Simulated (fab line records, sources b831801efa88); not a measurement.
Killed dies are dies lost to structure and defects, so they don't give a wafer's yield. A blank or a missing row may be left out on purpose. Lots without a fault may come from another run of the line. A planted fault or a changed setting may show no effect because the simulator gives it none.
Which tool did it? | flow gf180mcu | 13 lots, 39 wafers sampled, at 2 steps of a route of 602

WHAT THE GAUGES READ, wafer by wafer
GF_HV_LDD_CD_MEAS_07: target cd 400 nm. Usual: cd_nm 400.0 nm, standard deviation 2.5.
lot  | measured     | on        | cd_nm (nm)                          | flag
L945 | day 10 00:11 | cd_sem-01 | 397.0 398.6 398.9                   |
L946 | day 10 07:05 | cd_sem-02 | 400.8 399.8 399.2                   |
L947 | day 10 15:38 | cd_sem-01 | 401.4 402.5 401.3                   |
L950 | day 11 12:58 | cd_sem-02 | 398.0 397.0 397.3                   |
L951 | day 11 17:40 | cd_sem-01 | 397.5 400.1 398.7                   |
L955 | day 13 02:44 | cd_sem-02 | 401.2 400.5 404.4                   |
L956 | day 13 09:41 | cd_sem-01 | 398.4 399.0 397.6                   |
L957 | day 13 16:15 | cd_sem-02 | 403.7 402.2 404.1                   |
L959 | day 14 14:01 | cd_sem-02 | 401.5 400.5 401.2                   |
L962 | day 15 09:20 | cd_sem-01 | 365.9 364.1 363.0 366.1 364.4 363.2 | OFF
L965 | day 16 04:06 | cd_sem-02 | 365.4 365.4 365.6 365.1 365.8 365.2 | OFF
L966 | day 16 10:14 | cd_sem-02 | 369.2 369.2 368.5 369.4 368.8 368.9 | OFF
L967 | day 17 02:08 | cd_sem-02 | 399.9 401.0 397.9                   |

WHICH TOOL RAN EACH LOT (tool, then ch and the chambers of the sampled wafers, then the start)
lot  | GF_HV_LDD_DEVELOP_06
L945 | litho_track-04 ch 0, day 10 00:02
L946 | litho_track-04 ch 0, day 10 06:56
L947 | litho_track-04 ch 0, day 10 15:29
L950 | litho_track-03 ch 0, day 11 12:49
L951 | litho_track-04 ch 0, day 11 17:31
L955 | litho_track-03 ch 0, day 13 02:35
L956 | litho_track-03 ch 0, day 13 09:32
L957 | litho_track-03 ch 0, day 13 16:07
L959 | litho_track-04 ch 0, day 14 13:52
L962 | litho_track-04 ch 0, day 15 09:11
L965 | litho_track-04 ch 0, day 16 03:58
L966 | litho_track-04 ch 0, day 16 10:05
L967 | litho_track-03 ch 0, day 17 01:59
- GF_HV_LDD_DEVELOP_06: develop time 60 s.

WHAT THE TOOLS THEMSELVES READ (means of the sampled wafers that have a number; where no wafer has one, the mark that the record gives instead)
GF_HV_LDD_DEVELOP_06. Usual: exhaust_pa 44.9 Pa, standard deviation 0.93.
lot  | tool           | exhaust_pa (Pa) | flag
L945 | litho_track-04 | 45.4            |
L946 | litho_track-04 | 46.0            |
L947 | litho_track-04 | 44.6            |
L950 | litho_track-03 | 45.1            |
L951 | litho_track-04 | 44.9            |
L955 | litho_track-03 | 45.2            |
L956 | litho_track-03 | 45.0            |
L957 | litho_track-03 | 44.7            |
L959 | litho_track-04 | 44.9            |
L962 | litho_track-04 | 44.1            |
L965 | litho_track-04 | 44.0            |
L966 | litho_track-04 | 44.9            |
L967 | litho_track-03 | 44.8            |

THE ANSWER, worked out from the rows above alone
Rule: a lot is off if the mean of its wafers that have a number lies more than 3 standard deviations from the usual mean. A lot without any number at a reading at which 4 lots or more have one is off too. The other lots that the step has rows for count as sound. The gauges are gone through in route order, then the tools' own readings, and for those a lot's mean is taken as printed above. The first step at which some lot is off is used, and at that step the reading that is off furthest; a lot without a number counts as furthest.
Off: L962, L965, L966, at GF_HV_LDD_CD_MEAS_07 (cd_nm).
A tool fits if, at a process step before that reading, it ran every lot that is off, and no sound lot after the first of them. The gauges at GF_HV_LDD_CD_MEAS_07 are tried like those tools. One fits: litho_track-04 at GF_HV_LDD_DEVELOP_06. Its last sound lot is L959 (day 14 13:52), its first lot that is off L962 (day 15 09:11): a fault that began between those two fits.

WHAT THE SIMULATOR HAD PUT IN
Process parameter drift: litho_track-04, from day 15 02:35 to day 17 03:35, at GF_HV_LDD_DEVELOP_06. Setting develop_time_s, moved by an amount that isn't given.
Lots struck among those shown: L962, L965, L966. The rule above found the same.
